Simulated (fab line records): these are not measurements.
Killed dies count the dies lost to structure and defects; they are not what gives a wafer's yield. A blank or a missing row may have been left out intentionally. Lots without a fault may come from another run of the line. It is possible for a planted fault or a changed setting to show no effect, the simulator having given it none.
Matching of chambers :: flow sky130 :: SKY_LI_CONTACT_HDPCVD_00 on hdpcvd-02 has 3 sister chambers
The step deposits PSG, target thk 930 nm, time 155 s. 16 wafers are shown with their chamber, then 8 later ones without.

== WAFERS PAIRED WITH THEIR CHAMBERS ==
wafer: L612.2
chamber: 2
run-length-s (s): 183.1
pressure-mtorr (mTorr): 6.001

wafer: L612.4
chamber: 0
run-length-s (s): 182.9
pressure-mtorr (mTorr): 5.997

wafer: L612.5
chamber: 0
run-length-s (s): 182.5
pressure-mtorr (mTorr): 6.011

wafer: L615.2
chamber: 2
run-length-s (s): 183.4
pressure-mtorr (mTorr): 6.028

wafer: L615.3
chamber: 0
run-length-s (s): 183.1
pressure-mtorr (mTorr): 5.986

wafer: L615.5
chamber: 0
run-length-s (s): 182.9
pressure-mtorr (mTorr): 6.009

wafer: L620.1
chamber: 0
run-length-s (s): 182.9
pressure-mtorr (mTorr): 5.991

wafer: L620.4
chamber: 2
run-length-s (s): 183.0
pressure-mtorr (mTorr): 6.009

wafer: L620.6
chamber: 1
run-length-s (s): 183.0
pressure-mtorr (mTorr): 5.992

wafer: L626.1
chamber: 0
run-length-s (s): 182.5
pressure-mtorr (mTorr): 6.004

wafer: L626.5
chamber: 2
run-length-s (s): 183.2
pressure-mtorr (mTorr): 5.987

wafer: L626.6
chamber: 0
run-length-s (s): 182.8
pressure-mtorr (mTorr): 6.004

wafer: L629.1
chamber: 2
run-length-s (s): 183.7
pressure-mtorr (mTorr): 6.006

wafer: L629.3
chamber: 0
run-length-s (s): 183.2
pressure-mtorr (mTorr): 6.026

wafer: L629.4
chamber: 2
run-length-s (s): 183.0
pressure-mtorr (mTorr): 6.018

wafer: L631.1
chamber: 2
run-length-s (s): 183.1
pressure-mtorr (mTorr): 6.001

SIGNATURES (averages over the wafers above)
reading: run-length-s
chamber 0: 182.850
chamber 1: 183.000
chamber 2: 183.214
scatter within a chamber: 0.252

reading: pressure-mtorr
chamber 0: 6.00350
chamber 1: 5.99200
chamber 2: 6.00714
scatter within a chamber: 0.0128
Rule: for a wafer and a chamber, the distance is found by dividing, reading by reading, the gap between the wafer's reading and the chamber's mean by the reading's scatter, squaring, summing and taking the root. If the next closest chamber is less than 2 further off than the closest, the wafer can't be placed; otherwise it belongs to the closest. The scatter: the root of (the sum of the squares of (reading less its chamber's mean) over the shown wafers, divided by (wafers less chambers)).

== WAFERS WHOSE CHAMBER IS MISSING ==
wafer: L631.3
run-length-s (s): 182.9
pressure-mtorr (mTorr): 5.980

wafer: L631.5
run-length-s (s): 183.2
pressure-mtorr (mTorr): 6.022

wafer: L630.3
run-length-s (s): 183.7
pressure-mtorr (mTorr): 5.991

wafer: L630.4
run-length-s (s): 183.1
pressure-mtorr (mTorr): 5.991

wafer: L630.5
run-length-s (s): 183.2
pressure-mtorr (mTorr): 6.003

wafer: L633.3
run-length-s (s): 183.3
pressure-mtorr (mTorr): 6.001

wafer: L633.4
run-length-s (s): 183.0
pressure-mtorr (mTorr): 6.016

wafer: L633.5
run-length-s (s): 183.2
pressure-mtorr (mTorr): 6.014

== CHAMBER TAKEN BY EACH ==
wafer: L631.3
from the rows above: can't be placed: 1 or 0 or 2
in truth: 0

wafer: L631.5
from the rows above: can't be placed: 2 or 0 or 1
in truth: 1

wafer: L630.3
from the rows above: can't be placed: 2 or 1 or 0
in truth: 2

wafer: L630.4
from the rows above: can't be placed: 1 or 2 or 0
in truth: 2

wafer: L630.5
from the rows above: can't be placed: 2 or 1 or 0
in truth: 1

wafer: L633.3
from the rows above: can't be placed: 2 or 1 or 0
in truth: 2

wafer: L633.4
from the rows above: can't be placed: 2 or 0 or 1
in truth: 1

wafer: L633.5
from the rows above: can't be placed: 2 or 0 or 1
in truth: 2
0 of 8 placed correctly. These rows do not allow placing 8 (true chamber among the candidates in 8). Number placed wrongly: 0.
